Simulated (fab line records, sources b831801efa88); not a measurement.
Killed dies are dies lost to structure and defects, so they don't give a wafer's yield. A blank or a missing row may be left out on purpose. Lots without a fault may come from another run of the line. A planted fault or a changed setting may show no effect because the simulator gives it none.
A struck lot beside a sound one | flow gf180mcu | 15 steps out of a route of 602
Sound: wafers L925.2, L925.3, L925.5. Struck: wafers L929.1, L929.2, L929.6. The cause comes at the end.
At each step with rows: each side's tool, then ch and its chambers, then its first start. Under that, the readings that differ: sound wafers | struck wafers | difference of the means | sigmas: that difference in standard deviations of wafers without a fault.
alike: readings whose means differ by less than 2 such deviations, and words and numbers that are the same on both sides. not compared: withheld readings, readings that some wafer has no value for, bounds like >300 that may hide the same value, and numbers for which the record gives no deviation and whose values overlap.
The two part at a step that has a row with sigmas, a row that says differs or no value, or rows on one side only. Numbers that don't overlap but have no deviation are shown without sigmas and don't part them. A reading that every wafer of one side lacks parts them only if that side has two wafers or more.

first, 3 steps without rows for these wafers: GF_V2_STRIP_19 (strips in post etch residue remover, time 1200 s); GF_V2_CLEAN_20 (cleans in DIW); GF_V2_SPUTTER_21 (material Ti, target thk 15 nm, time 80.02 s).
GF_V2_SPUTTER_22: material TiN, target thk 10 nm, time 40 s.
  sound on pvd_sputter-02, day 26 06:59; struck on pvd_sputter-02, day 27 12:51
  alike: cathode_dc_power_W, chamber_pressure_pa, throttle_valve_pct
GF_V2_CVD_23: deposits W, target thk 350 nm, time 104.94 s.
  sound on cvd_w-01 ch 1, day 26 07:02; struck on cvd_w-02 ch 0,1, day 27 12:53
  alike: heater_power_w
GF_V2_RS_MEAS_24: measures by four-point-probe.
  sound on film_metro-04, day 26 07:10; struck on film_metro-04, day 27 13:00
  alike: V2_W_RS
GF_V2_THK_MEAS_25: measures by xrf.
  sound on film_metro-04, day 26 07:16; struck on film_metro-04, day 27 13:07
  alike: V2_W_THK
GF_V2_CMP_26: polishes, stops on SiO2, t overpolish 15 s, target thk 0 nm.
  sound on cmp-02 ch 0,3, day 26 07:19; struck on cmp-02 ch 0,1, day 27 13:11
  alike: motor_current_A, overpolish_run_s, time_to_endpoint_s
GF_M3_SPUTTER_00: material Ti, target thk 37.5 nm, time 150 s.
  sound on pvd_sputter-03, day 26 07:37; struck on pvd_sputter-03, day 27 13:29
  alike: cathode_dc_power_W, chamber_pressure_pa, throttle_valve_pct
then, 2 steps without rows for these wafers: GF_M3_SPUTTER_01 (material TiN, target thk 30 nm, time 25 s); GF_M3_SPUTTER_02 (material AlCu, target thk 450 nm, time 23.9 s).
GF_M3_SPUTTER_03: material Ti, target thk 10 nm, time 6.7 s.
  sound on pvd_sputter-03, day 26 07:47; struck on pvd_sputter-03, day 27 13:38
  alike: cathode_dc_power_W, chamber_pressure_pa, throttle_valve_pct
GF_M3_SPUTTER_04: material TiN, target thk 50 nm, time 41.7 s.
  sound on pvd_sputter-03, day 26 07:48; struck on pvd_sputter-03, day 27 13:40
  no value came back on the struck wafers for cathode_dc_power_W (W), chamber_pressure_pa (Pa), throttle_valve_pct (%); on the sound wafers cathode_dc_power_W (W) reads 6500.0 6501.4 6498.7
GF_M3_THK_MEAS_06: measures by xrf.
  sound on film_metro-03, day 26 07:58; struck on film_metro-02, day 27 13:49
  reading          | sound       | struck      | difference | sigmas
  M3_ALCU_THK (nm) | 445 444 446 | 499 496 504 | +55        | +11
then, 1 step without rows for these wafers: GF_M3_DEHYDRATE_07 (time 60 s).

WHERE THEY PART
First at GF_M3_SPUTTER_04; last, within this record, at GF_M3_THK_MEAS_06.

WHY: what the simulator had put in
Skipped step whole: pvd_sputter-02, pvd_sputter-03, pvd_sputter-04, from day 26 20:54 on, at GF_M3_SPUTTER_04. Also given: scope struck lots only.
